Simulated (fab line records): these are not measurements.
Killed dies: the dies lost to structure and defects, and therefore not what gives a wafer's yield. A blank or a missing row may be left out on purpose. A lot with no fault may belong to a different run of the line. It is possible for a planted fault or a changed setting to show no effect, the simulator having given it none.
fab line records | flow gf180mcu
[record] lots = 24 | wafers = 72 | lastDay = 34
route steps=602 shown MVSD@73 HV_LDD@187 SAB@275 SALICIDE@281 CONTACT@302 M4@470
lots untouched by any fault: they come from a run of this same line in which no faults occurred
startH: hours from the record's opening day to when the first of the lot's shown wafers began | waitH: hours since the lot's step before | " unchanged from the row above | L1.1+2: one row covering several wafers at once | - no value present, or no start provided | * or withheld: withheld | < > ~ a bound
route shown NAME@n: a module of which the file shows steps, and the number in the route of the first | usual: mean/standard deviation taken from wafers without a fault | same: alike in all rows | chamber/n: place in a boat | sites: each site's reading | _std_site: how widely they spread, as a standard deviation | _edge_site: the outer-site mean with the inner-site mean subtracted | radiusMm: how far each site lies from the wafer's centre | mask NAME#n: copy n | behind: the tool/chamber that last shaped the wafer | hold: why the lot went on hold/how many hours it stayed there/how the hold came to an end | device: transistor that didn't switch, given as n, p or np | end of line: tests of these same wafers at the route's end | a step without rows: its recipe alone | killed: at the first sort, the dies lost to defects and structure; wafer yield is something else | map: shows each die of a wafer: x if killed, . if not, _ if none is there
set.NAME: the setting that was run; set.NAME@STEP: the one run at that earlier step | model.NAME: the simulator's own value behind a step, which no gauge read
the route's steps for a sample of lots (tables are steps, rows are wafers)
services: when a tool's chamber went out of use (startH, in hours from the record's first day, below 0 if earlier), for how many hours, and the reason
[[steps]]
[step GF_MVSD_OVL_MEAS_07]
[usual] MVSD_OVL = -0.7/1.7
lot.wafer | tool       | chamber | startH | waitH | MVSD_OVL[nm]
L074.2    | overlay-02 | -       | 84.33  | -     | -2.0
L074.5    | "          | -       | "      | "     | -1.3
L074.6    | "          | -       | "      | "     | -3.4
L075.2    | overlay-02 | -       | 87.20  | -     | 1.7
L075.3    | "          | -       | "      | "     | 2.2
L075.4    | "          | -       | "      | "     | 3.1
L076.1    | overlay-01 | -       | 93.54  | -     | -0.4
L076.2    | "          | -       | "      | "     | -2.5
L076.4    | "          | -       | "      | "     | 0.0
L077.1    | overlay-02 | -       | 100.59 | -     | 2.9
L077.4    | "          | -       | "      | "     | 2.4
L077.5    | "          | -       | "      | "     | 1.7
L078.2    | overlay-01 | -       | 104.83 | -     | -1.2
L078.5    | "          | -       | "      | "     | -2.4
L078.6    | "          | -       | "      | "     | -4.1
L079.4    | overlay-01 | -       | 111.66 | -     | -1.2
L079.5    | "          | -       | "      | "     | 0.5
L079.6    | "          | -       | "      | "     | 0.6
L080.2    | overlay-02 | -       | 118.25 | -     | -0.8
L080.3    | "          | -       | "      | "     | -1.6
L080.4    | "          | -       | "      | "     | 0.9
L081.1    | overlay-02 | -       | 121.04 | -     | -0.9
L081.4    | "          | -       | "      | "     | -1.6
L081.6    | "          | -       | "      | "     | -1.1
L082.1    | overlay-02 | -       | 128.49 | -     | -1.3
L082.2    | "          | -       | "      | "     | -1.3
L082.6    | "          | -       | "      | "     | -1.4
L083.3    | overlay-02 | -       | 135.03 | -     | -0.6
L083.5    | "          | -       | "      | "     | -1.8
L083.6    | "          | -       | "      | "     | -0.1
L084.2    | overlay-01 | -       | 139.87 | -     | -1.7
L084.3    | "          | -       | "      | "     | -5.6
L084.4    | "          | -       | "      | "     | -3.7
L085.3    | overlay-01 | -       | 147.00 | -     | -1.8
L085.4    | "          | -       | "      | "     | -0.9
L085.6    | "          | -       | "      | "     | 0.0
L086.4    | overlay-02 | -       | 151.59 | -     | 0.4
L086.5    | "          | -       | "      | "     | 0.9
L086.6    | "          | -       | "      | "     | 1.8
L087.1    | overlay-01 | -       | 160.19 | -     | -2.2
L087.5    | "          | -       | "      | "     | -1.9
L087.6    | "          | -       | "      | "     | -1.6
L088.3    | overlay-02 | -       | 164.60 | -     | -1.1
L088.4    | "          | -       | "      | "     | -3.5
L088.5    | "          | -       | "      | "     | -0.4
L089.1    | overlay-01 | -       | 170.44 | -     | -2.7
L089.4    | "          | -       | "      | "     | 0.6
L089.5    | "          | -       | "      | "     | 1.2
L090.2    | overlay-02 | -       | 175.30 | -     | 1.6
L090.3    | "          | -       | "      | "     | 0.6
L090.5    | "          | -       | "      | "     | 1.1
L091.2    | overlay-01 | -       | 180.64 | -     | -2.5
L091.4    | "          | -       | "      | "     | -3.4
L091.6    | "          | -       | "      | "     | -0.9
L092.1    | overlay-02 | -       | 185.24 | -     | -0.1
L092.5    | "          | -       | "      | "     | -0.8
L092.6    | "          | -       | "      | "     | -2.3
L093.4    | overlay-02 | -       | 190.61 | -     | 0.7
L093.5    | "          | -       | "      | "     | 1.5
L093.6    | "          | -       | "      | "     | 0.8
L094.3    | overlay-02 | -       | 199.68 | -     | 0.3
L094.4    | "          | -       | "      | "     | 0.8
L094.6    | "          | -       | "      | "     | -0.1
L095.2    | overlay-01 | -       | 203.22 | -     | -0.7
L095.3    | "          | -       | "      | "     | -1.5
L095.6    | "          | -       | "      | "     | -3.0
L096.1    | overlay-02 | -       | 208.74 | -     | 0.1
L096.2    | "          | -       | "      | "     | 0.2
L096.3    | "          | -       | "      | "     | -1.0
L097.4    | overlay-01 | -       | 215.06 | -     | 2.0
L097.5    | "          | -       | "      | "     | 1.0
L097.6    | "          | -       | "      | "     | -0.5
[step GF_HV_LDD_TW_MEAS_11]
[usual] HV_LDD_TW = 2396/21
lot.wafer | tool         | chamber | startH | waitH | HV_LDD_TW
L074.2    | filmMetro-03 | -       | 217.35 | 0.1   | 2392
L074.5    | "            | -       | "      | "     | 2371
L074.6    | "            | -       | "      | "     | 2374
L075.2    | filmMetro-02 | -       | 221.25 | 0.1   | 2432
L075.3    | "            | -       | "      | "     | 2414
L075.4    | "            | -       | "      | "     | 2427
L076.1    | filmMetro-04 | -       | 226.79 | 0.1   | 2382
L076.2    | "            | -       | "      | "     | 2380
L076.4    | "            | -       | "      | "     | 2392
L077.1    | filmMetro-02 | -       | 238.54 | 0.1   | 2424
L077.4    | "            | -       | "      | "     | 2436
L077.5    | "            | -       | "      | "     | 2433
L078.2    | filmMetro-04 | -       | 247.20 | 0.1   | 2375
L078.5    | "            | -       | "      | "     | 2373
L078.6    | "            | -       | "      | "     | 2372
L079.4    | filmMetro-02 | -       | 257.87 | 0.1   | 2424
L079.5    | "            | -       | "      | "     | 2427
L079.6    | "            | -       | "      | "     | 2421
L080.2    | filmMetro-03 | -       | 261.90 | 0.1   | 2375
L080.3    | "            | -       | "      | "     | 2376
L080.4    | "            | -       | "      | "     | 2371
L081.1    | filmMetro-03 | -       | 264.14 | 0.1   | 2373
L081.4    | "            | -       | "      | "     | 2400
L081.6    | "            | -       | "      | "     | 2397
L082.1    | filmMetro-02 | -       | 274.99 | 0.1   | 2409
L082.2    | "            | -       | "      | "     | 2415
L082.6    | "            | -       | "      | "     | 2418
L083.3    | filmMetro-03 | -       | 283.16 | 0.1   | 2392
L083.5    | "            | -       | "      | "     | 2395
L083.6    | "            | -       | "      | "     | 2394
L084.2    | filmMetro-04 | -       | 289.95 | 0.1   | 2371
L084.3    | "            | -       | "      | "     | 2372
L084.4    | "            | -       | "      | "     | 2380
L085.3    | filmMetro-04 | -       | 296.76 | 0.1   | 2380
L085.4    | "            | -       | "      | "     | 2376
L085.6    | "            | -       | "      | "     | 2382
L086.4    | filmMetro-04 | -       | 303.79 | 0.1   | 2370
L086.5    | "            | -       | "      | "     | 2375
L086.6    | "            | -       | "      | "     | 2366
L087.1    | filmMetro-03 | -       | 313.44 | 0.1   | 2396
L087.5    | "            | -       | "      | "     | 2388
L087.6    | "            | -       | "      | "     | 2404
L088.3    | filmMetro-04 | -       | 318.71 | 0.1   | 2363
L088.4    | "            | -       | "      | "     | 2366
L088.5    | "            | -       | "      | "     | 2361
L089.1    | filmMetro-02 | -       | 330.39 | 0.1   | 2424
L089.4    | "            | -       | "      | "     | 2420
L089.5    | "            | -       | "      | "     | 2429
L090.2    | filmMetro-02 | -       | 334.25 | 0.1   | 2428
L090.3    | "            | -       | "      | "     | 2426
L090.5    | "            | -       | "      | "     | 2436
L091.2    | filmMetro-04 | -       | 340.60 | 0.1   | 2374
L091.4    | "            | -       | "      | "     | 2401
L091.6    | "            | -       | "      | "     | 2384
L092.1    | filmMetro-03 | -       | 347.09 | 0.1   | 2404
L092.5    | "            | -       | "      | "     | 2393
L092.6    | "            | -       | "      | "     | 2401
L093.4    | filmMetro-03 | -       | 355.47 | 0.1   | 2400
L093.5    | "            | -       | "      | "     | 2400
L093.6    | "            | -       | "      | "     | 2390
L094.3    | filmMetro-04 | -       | 362.06 | 0.1   | 2387
L094.4    | "            | -       | "      | "     | 2385
L094.6    | "            | -       | "      | "     | 2382
L095.2    | filmMetro-03 | -       | 370.60 | 0.1   | 2390
L095.3    | "            | -       | "      | "     | 2396
L095.6    | "            | -       | "      | "     | 2389
L096.1    | filmMetro-03 | -       | 376.24 | 0.1   | 2390
L096.2    | "            | -       | "      | "     | 2386
L096.3    | "            | -       | "      | "     | 2395
L097.4    | filmMetro-02 | -       | 385.57 | 0.1   | 2420
L097.5    | "            | -       | "      | "     | 2427
L097.6    | "            | -       | "      | "     | 2425
[step GF_SAB_ETCH_11]
[recipe] chemistry = C4F8/O2/Ar | maskMaterial = NOVOLAK | target = SiO2 | targetDepthNm = 55 | sourceW = 1500 | biasW = 1200 | pressureMtorr = 40 | c4f8FlowSccm = withheld | O2_flow_sccm = 6 | Ar_flow_sccm = 300 | timeS = 8.5
[usual] oesProductAu = 0.998/0.0078
lot.wafer | tool       | chamber | startH | waitH | oesProductAu | rfHoursCounterH
L074.2    | rieDiel-02 | 3       | 337.67 | 0.0   | 1.001        | 22
L074.5    | "          | 0       | "      | "     | 0.990        | -
L074.6    | "          | 3       | "      | "     | 1.004        | -
L075.2    | rieDiel-04 | 3       | 345.49 | 0.0   | 1.001        | 4
L075.3    | "          | 1       | "      | "     | 1.004        | 4
L075.4    | "          | 0       | "      | "     | 0.999        | 6
L076.1    | rieDiel-04 | 3       | 348.67 | 0.0   | 1.009        | 4
L076.2    | "          | 1       | "      | "     | 1.006        | 4
L076.4    | "          | 0       | "      | "     | 1.004        | 6
L077.1    | rieDiel-02 | 3       | 366.12 | 0.0   | 1.001        | 23
L077.4    | "          | 1       | "      | "     | 1.001        | 16
L077.5    | "          | 0       | "      | "     | 1.004        | -
L078.2    | rieDiel-03 | 2       | 375.09 | 0.0   | 0.999        | 51
L078.5    | "          | 2       | "      | "     | 0.989        | -
L078.6    | "          | 3       | "      | "     | 0.989        | -
L079.4    | rieDiel-02 | 1       | 388.44 | 0.0   | 1.004        | 17
L079.5    | "          | 1       | "      | "     | 1.008        | -
L079.6    | "          | 0       | "      | "     | 1.004        | -
L080.2    | rieDiel-04 | 1       | 391.92 | 0.0   | 0.988        | 5
L080.3    | "          | 0       | "      | "     | 0.997        | 7
L080.4    | "          | 3       | "      | "     | 1.003        | -
L081.1    | rieDiel-03 | 2       | 397.64 | 0.0   | 1.003        | 52
L081.4    | "          | 0       | "      | "     | 1.004        | 2
L081.6    | "          | 0       | "      | "     | 0.997        | -
L082.1    | rieDiel-02 | 3       | 411.09 | 0.0   | 1.001        | 24
L082.2    | "          | 1       | "      | "     | 0.999        | 17
L082.6    | "          | 2       | "      | "     | 0.990        | -
L083.3    | rieDiel-04 | 2       | 423.94 | 0.0   | 0.998        | 0
L083.5    | "          | 0       | "      | "     | 0.997        | -
L083.6    | "          | 3       | "      | "     | 0.995        | -
L084.2    | rieDiel-04 | 1       | 427.34 | 0.0   | 1.010        | 6
L084.3    | "          | 0       | "      | "     | 1.002        | 8
L084.4    | "          | 3       | "      | "     | 1.006        | 6
L085.3    | rieDiel-04 | 1       | 431.79 | 0.0   | 0.990        | 6
L085.4    | "          | 2       | "      | "     | 1.003        | 0
L085.6    | "          | 3       | "      | "     | 1.001        | -
L086.4    | rieDiel-04 | 3       | 444.04 | 0.0   | 0.997        | 6
L086.5    | "          | 1       | "      | "     | 0.985        | -
L086.6    | "          | 2       | "      | "     | 0.993        | -
L087.1    | rieDiel-04 | 2       | 453.47 | 0.0   | 0.990        | 1
L087.5    | "          | 0       | "      | "     | 1.002        | -
L087.6    | "          | 1       | "      | "     | 0.991        | -
L088.3    | rieDiel-03 | 0       | 459.59 | 0.0   | 0.994        | 3
L088.4    | "          | 2       | "      | "     | 0.987        | 53
L088.5    | "          | 0       | "      | "     | 0.988        | -
L089.1    | rieDiel-02 | 2       | 474.04 | 0.0   | 0.990        | 5
L089.4    | "          | 0       | "      | "     | 0.997        | 54
L089.5    | "          | 1       | "      | "     | 1.003        | -
L090.2    | rieDiel-04 | 3       | 479.37 | 0.0   | 1.007        | 7
L090.3    | "          | 2       | "      | "     | 1.003        | 1
L090.5    | "          | 2       | "      | "     | 1.005        | -
L091.2    | rieDiel-03 | 0       | 485.57 | 0.0   | 0.992        | 4
L091.4    | "          | 2       | "      | "     | 0.991        | 54
L091.6    | "          | 2       | "      | "     | 0.983        | -
L092.1    | rieDiel-02 | 3       | 492.14 | 0.0   | 1.004        | 26
L092.5    | "          | 1       | "      | "     | 0.982        | -
L092.6    | "          | 3       | "      | "     | 0.998        | -
L093.4    | rieDiel-03 | 0       | 501.69 | 0.0   | 0.998        | 4
L093.5    | "          | 1       | "      | "     | 0.999        | -
L093.6    | "          | 2       | "      | "     | 1.000        | -
L094.3    | rieDiel-03 | 0       | 506.28 | 0.0   | 0.992        | 5
L094.4    | "          | 3       | "      | "     | 0.998        | 9
L094.6    | "          | 2       | "      | "     | 0.995        | -
L095.2    | rieDiel-02 | 2       | 518.99 | 0.0   | 0.992        | 5
L095.3    | "          | 3       | "      | "     | 0.996        | 28
L095.6    | "          | 2       | "      | "     | 0.997        | -
L096.1    | rieDiel-02 | 0       | 523.99 | 0.0   | 0.990        | 56
L096.2    | "          | 3       | "      | "     | 1.002        | 28
L096.3    | "          | 2       | "      | "     | 0.995        | 5
L097.4    | rieDiel-03 | 0       | 534.29 | 0.0   | 0.997        | 6
L097.5    | "          | 1       | "      | "     | 0.987        | -
L097.6    | "          | 0       | "      | "     | 0.990        | -
[step GF_SALICIDE_SPUTTER_03]
[recipe] material = TiN | targetThkNm = 20 | powerW = 6500 | timeS = 16.7 | chamberPressurePa = 0.4
[usual] cathodeDcPowerW = 6500.1/1.2 | throttleValvePct = 29.2/1
lot.wafer | tool          | chamber | startH | waitH | cathodeDcPowerW | throttleValvePct
L074.2    | pvdSputter-02 | -       | 338.04 | 0.0   | 6500.3          | 29.3
L074.5    | "             | -       | "      | "     | 6499.2          | 29.2
L074.6    | "             | -       | "      | "     | 6499.4          | 30.4
L075.2    | pvdSputter-03 | -       | 345.87 | 0.0   | 6498.4          | 30.1
L075.3    | "             | -       | "      | "     | 6500.1          | 28.8
L075.4    | "             | -       | "      | "     | 6500.8          | 30.1
L076.1    | pvdSputter-04 | -       | 349.04 | 0.0   | 6501.7          | 30.0
L076.2    | "             | -       | "      | "     | 6497.0          | 27.9
L076.4    | "             | -       | "      | "     | 6501.3          | 29.4
L077.1    | pvdSputter-03 | -       | 366.49 | 0.0   | 6499.8          | 30.4
L077.4    | "             | -       | "      | "     | 6499.1          | 29.8
L077.5    | "             | -       | "      | "     | 6498.6          | 28.8
L078.2    | pvdSputter-02 | -       | 375.46 | 0.0   | 6501.0          | 27.2
L078.5    | "             | -       | "      | "     | 6499.1          | 27.2
L078.6    | "             | -       | "      | "     | 6497.3          | 30.1
L079.4    | pvdSputter-02 | -       | 388.83 | 0.0   | 6498.9          | 30.0
L079.5    | "             | -       | "      | "     | 6499.3          | 30.0
L079.6    | "             | -       | "      | "     | 6499.3          | 27.4
L080.2    | pvdSputter-04 | -       | 392.30 | 0.0   | 6500.5          | 29.5
L080.3    | "             | -       | "      | "     | 6501.3          | 28.0
L080.4    | "             | -       | "      | "     | 6499.4          | 30.1
L081.1    | pvdSputter-03 | -       | 398.01 | 0.0   | 6500.2          | 28.9
L081.4    | "             | -       | "      | "     | 6500.2          | 30.5
L081.6    | "             | -       | "      | "     | 6500.0          | 30.2
L082.1    | pvdSputter-02 | -       | 411.46 | 0.0   | 6500.0          | 27.4
L082.2    | "             | -       | "      | "     | 6500.5          | 30.2
L082.6    | "             | -       | "      | "     | 6500.4          | 30.2
L083.3    | pvdSputter-04 | -       | 424.31 | 0.0   | 6499.0          | 28.7
L083.5    | "             | -       | "      | "     | 6499.5          | 28.9
L083.6    | "             | -       | "      | "     | 6501.3          | 28.9
L084.2    | pvdSputter-04 | -       | 427.73 | 0.0   | 6499.3          | 27.6
L084.3    | "             | -       | "      | "     | 6500.4          | 29.8
L084.4    | "             | -       | "      | "     | 6498.8          | 28.8
L085.3    | pvdSputter-04 | -       | 432.16 | 0.0   | 6501.0          | 29.3
L085.4    | "             | -       | "      | "     | 6500.4          | 28.8
L085.6    | "             | -       | "      | "     | 6501.2          | 28.7
L086.4    | pvdSputter-02 | -       | 444.41 | 0.0   | 6501.3          | 27.4
L086.5    | "             | -       | "      | "     | 6499.4          | 30.1
L086.6    | "             | -       | "      | "     | 6497.1          | 27.2
L087.1    | pvdSputter-02 | -       | 453.84 | 0.0   | 6500.6          | 30.0
L087.5    | "             | -       | "      | "     | 6501.4          | 29.3
L087.6    | "             | -       | "      | "     | 6500.3          | 27.0
L088.3    | pvdSputter-04 | -       | 459.96 | 0.0   | 6499.9          | 28.6
L088.4    | "             | -       | "      | "     | 6501.7          | 29.7
L088.5    | "             | -       | "      | "     | 6498.4          | 28.0
L089.1    | pvdSputter-04 | -       | 474.42 | 0.0   | 6499.7          | 29.8
L089.4    | "             | -       | "      | "     | 6501.0          | 29.2
L089.5    | "             | -       | "      | "     | 6502.0          | 29.8
L090.2    | pvdSputter-02 | -       | 479.73 | 0.0   | 6503.7          | 29.1
L090.3    | "             | -       | "      | "     | 6500.9          | 30.6
L090.5    | "             | -       | "      | "     | 6499.4          | 30.3
L091.2    | pvdSputter-02 | -       | 485.95 | 0.0   | 6500.8          | 29.1
L091.4    | "             | -       | "      | "     | 6499.4          | 30.2
L091.6    | "             | -       | "      | "     | 6498.0          | 30.4
L092.1    | pvdSputter-02 | -       | 492.51 | 0.0   | 6500.1          | 27.2
L092.5    | "             | -       | "      | "     | 6498.3          | 30.1
L092.6    | "             | -       | "      | "     | 6499.4          | 30.2
L093.4    | pvdSputter-04 | -       | 502.07 | 0.0   | 6498.7          | 29.8
L093.5    | "             | -       | "      | "     | 6500.4          | 29.7
L093.6    | "             | -       | "      | "     | 6499.2          | 28.8
L094.3    | pvdSputter-03 | -       | 506.65 | 0.0   | 6499.1          | 29.8
L094.4    | "             | -       | "      | "     | 6500.8          | 28.9
L094.6    | "             | -       | "      | "     | 6502.0          | 28.9
L095.2    | pvdSputter-04 | -       | 519.35 | 0.0   | 6502.2          | 28.0
L095.3    | "             | -       | "      | "     | 6501.5          | 28.7
L095.6    | "             | -       | "      | "     | 6500.9          | 29.5
L096.1    | pvdSputter-02 | -       | 524.37 | 0.0   | 6500.7          | 30.1
L096.2    | "             | -       | "      | "     | 6498.6          | 29.1
L096.3    | "             | -       | "      | "     | 6502.1          | 27.0
L097.4    | pvdSputter-04 | -       | 534.66 | 0.0   | 6501.3          | 30.2
L097.5    | "             | -       | "      | "     | 6500.0          | 29.8
L097.6    | "             | -       | "      | "     | 6498.6          | 29.1
[step GF_CONTACT_OVL_MEAS_15]
[usual] CONTACT_OVL = -6/5.9
lot.wafer | tool       | chamber | startH | waitH | CONTACT_OVL[nm]
L074.2    | overlay-01 | -       | 359.81 | 0.1   | 0
L074.5    | "          | -       | "      | "     | 2
L074.6    | "          | -       | "      | "     | 5
L075.2    | overlay-01 | -       | 368.66 | 0.1   | -15
L075.3    | "          | -       | "      | "     | -12
L075.4    | "          | -       | "      | "     | -11
L076.1    | overlay-01 | -       | 372.00 | 0.1   | -13
L076.2    | "          | -       | "      | "     | -2
L076.4    | "          | -       | "      | "     | -8
L077.1    | overlay-01 | -       | 390.56 | 0.1   | 1
L077.4    | "          | -       | "      | "     | -6
L077.5    | "          | -       | "      | "     | -2
L078.2    | overlay-01 | -       | 399.71 | 0.1   | -8
L078.5    | "          | -       | "      | "     | -4
L078.6    | "          | -       | "      | "     | -13
L079.4    | overlay-01 | -       | 413.62 | 0.1   | -10
L079.5    | "          | -       | "      | "     | -8
L079.6    | "          | -       | "      | "     | -5
L080.2    | overlay-01 | -       | 416.46 | 0.1   | -4
L080.3    | "          | -       | "      | "     | -7
L080.4    | "          | -       | "      | "     | -3
L081.1    | overlay-01 | -       | 422.95 | 0.1   | -1
L081.4    | "          | -       | "      | "     | -2
L081.6    | "          | -       | "      | "     | -6
L082.1    | overlay-01 | -       | 437.55 | 0.7   | -4
L082.2    | "          | -       | "      | "     | -13
L082.6    | "          | -       | "      | "     | -15
L083.3    | overlay-01 | -       | 449.67 | 0.1   | 8
L083.5    | "          | -       | "      | "     | 9
L083.6    | "          | -       | "      | "     | 4
L084.2    | overlay-01 | -       | 453.11 | 0.1   | -13
L084.3    | "          | -       | "      | "     | -8
L084.4    | "          | -       | "      | "     | -5
L085.3    | overlay-01 | -       | 457.22 | 0.1   | 0
L085.4    | "          | -       | "      | "     | -12
L085.6    | "          | -       | "      | "     | -12
L086.4    | overlay-02 | -       | 469.72 | 0.1   | -5
L086.5    | "          | -       | "      | "     | -12
L086.6    | "          | -       | "      | "     | -6
L087.1    | overlay-02 | -       | 479.60 | 0.1   | -3
L087.5    | "          | -       | "      | "     | -2
L087.6    | "          | -       | "      | "     | 0
L088.3    | overlay-02 | -       | 485.32 | 0.1   | -8
L088.4    | "          | -       | "      | "     | -13
L088.5    | "          | -       | "      | "     | -11
L089.1    | overlay-01 | -       | 499.40 | 0.1   | -9
L089.4    | "          | -       | "      | "     | -4
L089.5    | "          | -       | "      | "     | -13
L090.2    | overlay-01 | -       | 504.51 | 0.1   | -2
L090.3    | "          | -       | "      | "     | -7
L090.5    | "          | -       | "      | "     | -6
L091.2    | overlay-01 | -       | 510.81 | 0.1   | -6
L091.4    | "          | -       | "      | "     | -15
L091.6    | "          | -       | "      | "     | -8
L092.1    | overlay-02 | -       | 517.44 | 0.1   | -3
L092.5    | "          | -       | "      | "     | -6
L092.6    | "          | -       | "      | "     | 4
L093.4    | overlay-02 | -       | 526.57 | 0.1   | 2
L093.5    | "          | -       | "      | "     | 0
L093.6    | "          | -       | "      | "     | -3
L094.3    | overlay-02 | -       | 531.71 | 0.1   | -6
L094.4    | "          | -       | "      | "     | -7
L094.6    | "          | -       | "      | "     | -4
L095.2    | overlay-02 | -       | 543.21 | 0.1   | 2
L095.3    | "          | -       | "      | "     | -1
L095.6    | "          | -       | "      | "     | -7
L096.1    | overlay-02 | -       | 548.95 | 0.1   | -6
L096.2    | "          | -       | "      | "     | -2
L096.3    | "          | -       | "      | "     | -1
L097.4    | overlay-01 | -       | 558.52 | 0.1   | -19
L097.5    | "          | -       | "      | "     | -13
L097.6    | "          | -       | "      | "     | -16
[step GF_M4_CD_MEAS_14]
[recipe] targetCdNm = 280
[usual] cdNm = 280.0/1.2
lot.wafer | tool     | chamber | startH | waitH | cdNm
L074.2    | cdSem-02 | -       | 535.08 | 0.1   | 280.0
L074.5    | "        | -       | "      | "     | 279.4
L074.6    | "        | -       | "      | "     | 280.9
L075.2    | cdSem-02 | -       | 546.10 | 0.1   | 279.8
L075.3    | "        | -       | "      | "     | 278.3
L075.4    | "        | -       | "      | "     | 279.4
L076.1    | cdSem-01 | -       | 547.66 | 0.1   | 279.0
L076.2    | "        | -       | "      | "     | 279.9
L076.4    | "        | -       | "      | "     | 278.4
L077.1    | cdSem-01 | -       | 564.11 | 0.1   | 278.8
L077.4    | "        | -       | "      | "     | 278.8
L077.5    | "        | -       | "      | "     | 279.6
L078.2    | cdSem-02 | -       | 574.20 | 0.1   | 279.0
L078.5    | "        | -       | "      | "     | 279.6
L078.6    | "        | -       | "      | "     | 279.2
L079.4    | cdSem-01 | -       | 586.72 | 0.1   | 281.0
L079.5    | "        | -       | "      | "     | 280.1
L079.6    | "        | -       | "      | "     | 279.6
L080.2    | cdSem-01 | -       | 589.60 | 0.1   | 280.9
L080.3    | "        | -       | "      | "     | 279.9
L080.4    | "        | -       | "      | "     | 280.9
L081.1    | cdSem-01 | -       | 596.28 | 0.1   | 278.2
L081.4    | "        | -       | "      | "     | 278.7
L081.6    | "        | -       | "      | "     | 278.6
L082.1    | cdSem-01 | -       | 607.01 | 0.1   | 280.3
L082.2    | "        | -       | "      | "     | 280.9
L082.6    | "        | -       | "      | "     | 280.8
L083.3    | cdSem-02 | -       | 619.75 | 0.1   | 279.4
L083.5    | "        | -       | "      | "     | 280.0
L083.6    | "        | -       | "      | "     | 279.6
L084.2    | cdSem-02 | -       | 621.70 | 0.1   | 279.5
L084.3    | "        | -       | "      | "     | 278.7
L084.4    | "        | -       | "      | "     | 278.7
L085.3    | cdSem-01 | -       | 623.55 | 0.1   | 279.4
L085.4    | "        | -       | "      | "     | 278.9
L085.6    | "        | -       | "      | "     | 279.2
L086.4    | cdSem-01 | -       | 636.02 | 0.1   | 281.5
L086.5    | "        | -       | "      | "     | 280.7
L086.6    | "        | -       | "      | "     | 280.8
L087.1    | cdSem-02 | -       | 645.28 | 0.1   | 279.0
L087.5    | "        | -       | "      | "     | 278.4
L087.6    | "        | -       | "      | "     | 278.9
L088.3    | cdSem-01 | -       | 648.47 | 0.1   | 281.6
L088.4    | "        | -       | "      | "     | 283.1
L088.5    | "        | -       | "      | "     | 283.0
L089.1    | cdSem-01 | -       | 660.73 | 0.1   | 280.0
L089.4    | "        | -       | "      | "     | 280.5
L089.5    | "        | -       | "      | "     | 281.1
L090.2    | cdSem-01 | -       | 665.40 | 0.1   | 282.6
L090.3    | "        | -       | "      | "     | 281.6
L090.5    | "        | -       | "      | "     | 281.1
L091.2    | cdSem-02 | -       | 670.72 | 0.2   | 279.5
L091.4    | "        | -       | "      | "     | 279.3
L091.6    | "        | -       | "      | "     | 279.2
L092.1    | cdSem-02 | -       | 675.68 | 0.1   | 280.0
L092.5    | "        | -       | "      | "     | 280.7
L092.6    | "        | -       | "      | "     | 280.3
L093.4    | cdSem-01 | -       | 683.29 | 0.1   | 279.4
L093.5    | "        | -       | "      | "     | 279.9
L093.6    | "        | -       | "      | "     | 279.0
L094.3    | cdSem-01 | -       | 687.42 | 0.1   | 278.6
L094.4    | "        | -       | "      | "     | 278.5
L094.6    | "        | -       | "      | "     | 279.2
L095.2    | cdSem-02 | -       | 697.58 | 0.1   | 279.8
L095.3    | "        | -       | "      | "     | 280.1
L095.6    | "        | -       | "      | "     | 280.3
L096.1    | cdSem-02 | -       | 702.18 | 0.1   | 281.7
L096.2    | "        | -       | "      | "     | 281.1
L096.3    | "        | -       | "      | "     | 281.8
L097.4    | cdSem-02 | -       | 708.24 | 0.1   | 281.2
L097.5    | "        | -       | "      | "     | 281.3
L097.6    | "        | -       | "      | "     | 282.1
[[services]]
tool          | chamber | startH | hours | kind
pvdSputter-03 | -       | 324.28 | 3.8   | repair
rieDiel-04    | 2       | 330.91 | 5.9   | repair
pvdSputter-04 | -       | 355.04 | 30.5  | repair
rieDiel-02    | 2       | 375.50 | 8.0   | repair
rieDiel-04    | -       | 377.09 | 2.8   | pm
pvdSputter-02 | 3       | 377.97 | -     | consumableReplace:kit
pvdSputter-02 | 3       | 377.97 | 18.0  | scheduledDown
pvdSputter-02 | 3       | 377.97 | 18.0  | ventCycle
rieDiel-04    | -       | 393.57 | 0.2   | repair
pvdSputter-02 | -       | 394.15 | 5.1   | repair
rieDiel-03    | 0       | 397.85 | 4.0   | repair
pvdSputter-03 | -       | 424.92 | 35.1  | repair
pvdSputter-02 | -       | 431.42 | 1.4   | repair
pvdSputter-04 | -       | 437.01 | 2.5   | repair
pvdSputter-02 | -       | 437.82 | 2.0   | repair
rieDiel-03    | 0       | 439.25 | 8.7   | repair
rieDiel-04    | 3       | 452.91 | 1.9   | repair
pvdSputter-04 | 0       | 468.76 | -     | consumableReplace:kit
pvdSputter-04 | 0       | 468.76 | 18.0  | scheduledDown
pvdSputter-04 | 0       | 468.76 | 18.0  | ventCycle
pvdSputter-03 | -       | 472.33 | 2.7   | repair
rieDiel-02    | 2       | 476.42 | 35.7  | repair
rieDiel-02    | 1       | 499.44 | 36.4  | repair
rieDiel-04    | -       | 503.86 | 0.4   | repair
[[key]]
fault none
